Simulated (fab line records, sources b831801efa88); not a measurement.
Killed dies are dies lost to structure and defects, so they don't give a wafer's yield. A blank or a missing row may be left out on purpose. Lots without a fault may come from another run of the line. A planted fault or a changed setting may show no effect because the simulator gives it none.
Problem report in the 8D (eight disciplines) form, filled by code | flow sky130 | the parts of the form that need people (team, actions taken, sign-off) are left out

1. THE PROBLEM
strip_time_to_endpoint_s at SKY_VT_ADJUST_NCORE_STRIP_10 reads a mean of 14.75 s on 4 wafers of 3 lots; wafers without a fault read 14.16 s with a standard deviation of 0.041. That is +15 standard deviations from the usual mean.
The step: strips in O2/N2.
First seen on wafer L844.3, day 10 10:58, on plasma_asher-02. The record holds 38 wafers of 13 lots with a number at this step. Rule for "out", or "out of limits": more than 4 standard deviations from the usual mean. The other wafers with a number count as sound.

2. WHAT IT IS AND WHAT IT IS NOT
question                    | is                               | is not
which readings at this step | strip_time_to_endpoint_s         | drypump_motor_current_A, oes_product_au
which lots                  | L844, L847, L849                 | L837, L838, L839, L841, L854, L855, L857, L858, L859, L860
which wafers of those lots  | L844.3, L844.5, L847.5, L849.3   | L844.4, L847.4, L849.1, L849.2
read on which tools         | plasma_asher-02, plasma_asher-03 | plasma_asher-01
when                        | from day 10 10:58                | up to then (13 sound wafers); but 21 sound wafers of L847, L849, L854, L855, L857, L858, L859, L860 came after

3. SUSPECTS, AND WHAT RULES EACH OUT
Counting: a tool at a process step up to the reading stays a suspect if it ran every lot that is out. Sound lots after the first of them don't rule it out here, since some wafers of a struck lot are sound.
- litho_track-02 at SKY_VT_ADJUST_NCORE_COAT_02 (resist thk 1140 nm): kept. It ran every lot that is out, first L844 (day 9 23:16); its last sound lot up to then is L841 (day 9 01:22).
Left after counting: litho_track-02 at SKY_VT_ADJUST_NCORE_COAT_02.

4. THE CAUSE (what the simulator had put in)
Process parameter drift: litho_track-02, from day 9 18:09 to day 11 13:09, at SKY_VT_ADJUST_NCORE_COAT_02. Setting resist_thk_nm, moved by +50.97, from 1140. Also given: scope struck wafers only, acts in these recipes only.
Counting left only this tool.

5. THE CHAIN OF EFFECTS, in route order
Each row: a reading whose mean over the struck wafers that have a number lies more than 3 standard deviations from the usual. Only readings for which the record gives a usual standard deviation are gone through. hours: the time from each lot's start at the first step in this table that gives one to its start at this step, as a median over the lots. sigmas: the change in usual standard deviations.
hours | step                         | reading                  | usual   | on struck wafers | change | sigmas
0     | SKY_VT_ADJUST_NCORE_STRIP_10 | strip_time_to_endpoint_s | 14.16 s | 14.75            | +0.59  | +15
The process steps in it:
- SKY_VT_ADJUST_NCORE_STRIP_10: strips in O2/N2.

6. WHAT WOULD HAVE CAUGHT IT SOONER
In this record the first reading out of limits was taken at day 10 10:58, 17 hours after the fault began at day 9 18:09.
Of the tool readings at SKY_VT_ADJUST_NCORE_COAT_02 for which the record gives a usual standard deviation, none was out on any struck wafer, so an alarm limit of 4 standard deviations on them would not have fired.
Of the lots that are out (3), L847, L849 began SKY_VT_ADJUST_NCORE_COAT_02 on litho_track-02 after day 10 10:58. A hold on the tool at that time would have spared those 2.
